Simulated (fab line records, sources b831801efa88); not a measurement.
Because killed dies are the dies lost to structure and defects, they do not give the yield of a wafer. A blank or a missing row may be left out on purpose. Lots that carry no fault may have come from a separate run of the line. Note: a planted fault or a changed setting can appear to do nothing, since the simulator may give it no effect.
What tool caused it? -- flow gf180mcu -- 21 wafers from 7 lots sampled at 3 of the route's 602 steps

WHAT THE GAUGES READ, wafer by wafer
GF_TOP_METAL_CD_MEAS_14: target cd 440 nm.
lot,measured,on,cd_nm (nm)
L935,day 29 05:40,cd_sem-02,441.0 439.7 443.8
L938,day 30 00:26,cd_sem-02,437.1 434.8 438.5
L944,day 31 16:19,cd_sem-01,435.8 437.7 437.5
L946,day 32 02:28,cd_sem-02,442.9 443.1 445.7
L949,day 32 20:55,cd_sem-01,438.1 437.3 438.4
L951,day 33 08:02,cd_sem-02,441.0 442.4 441.8
L954,day 34 01:44,cd_sem-02,436.1 439.7 436.5

EACH LOT AND THE TOOL THAT RAN IT (in order: tool; ch and the chambers of the sampled wafers; start)
lot,GF_M4_STRIP_18,GF_V5_CVD_23
L935,"wet_bench-04 ch 3, day 24 18:13","cvd_w-01 ch 1, day 28 09:46"
L938,"wet_bench-04 ch 3, day 25 14:43","cvd_w-02 ch 0,1, day 29 05:07"
L944,"wet_bench-02 ch 0, day 27 13:32","cvd_w-02 ch 0, day 30 22:45"
L946,"wet_bench-03 ch 1, day 28 00:14","cvd_w-01 ch 0,1, day 31 07:55"
L949,"wet_bench-03 ch 3, day 28 22:41","cvd_w-02 ch 0, day 32 02:56"
L951,"wet_bench-04 ch 1, day 29 11:58","cvd_w-01 ch 0,1, day 32 15:25"
L954,"wet_bench-02 ch 0, day 30 06:38","cvd_w-02 ch 0,1, day 33 09:51"
- GF_M4_STRIP_18: strips in post etch residue remover, time 1200 s.
- GF_V5_CVD_23: deposits W, target thk 350 nm, time 104.9 s.

THE ANSWER, worked out from the rows above alone
Rule: what is usual is taken from the lots themselves. Put in order of their means at a reading, lots are off if they are a third of the lots or fewer, leave a main group of 4 or more, and stand apart from it by a gap of 3 or more times the standard deviation of the main group's means; of several such gaps the widest counts. A main group whose means are all the same, to the digits that the tables above print for the reading, isn't used. A lot without any number at a reading at which 4 lots or more have one is off too. Where the step has rows for the other lots, those lots are counted as sound.
Across all readings shown, no lot is off: no conclusion can be drawn from this.

WHAT THE SIMULATOR HAD PUT IN
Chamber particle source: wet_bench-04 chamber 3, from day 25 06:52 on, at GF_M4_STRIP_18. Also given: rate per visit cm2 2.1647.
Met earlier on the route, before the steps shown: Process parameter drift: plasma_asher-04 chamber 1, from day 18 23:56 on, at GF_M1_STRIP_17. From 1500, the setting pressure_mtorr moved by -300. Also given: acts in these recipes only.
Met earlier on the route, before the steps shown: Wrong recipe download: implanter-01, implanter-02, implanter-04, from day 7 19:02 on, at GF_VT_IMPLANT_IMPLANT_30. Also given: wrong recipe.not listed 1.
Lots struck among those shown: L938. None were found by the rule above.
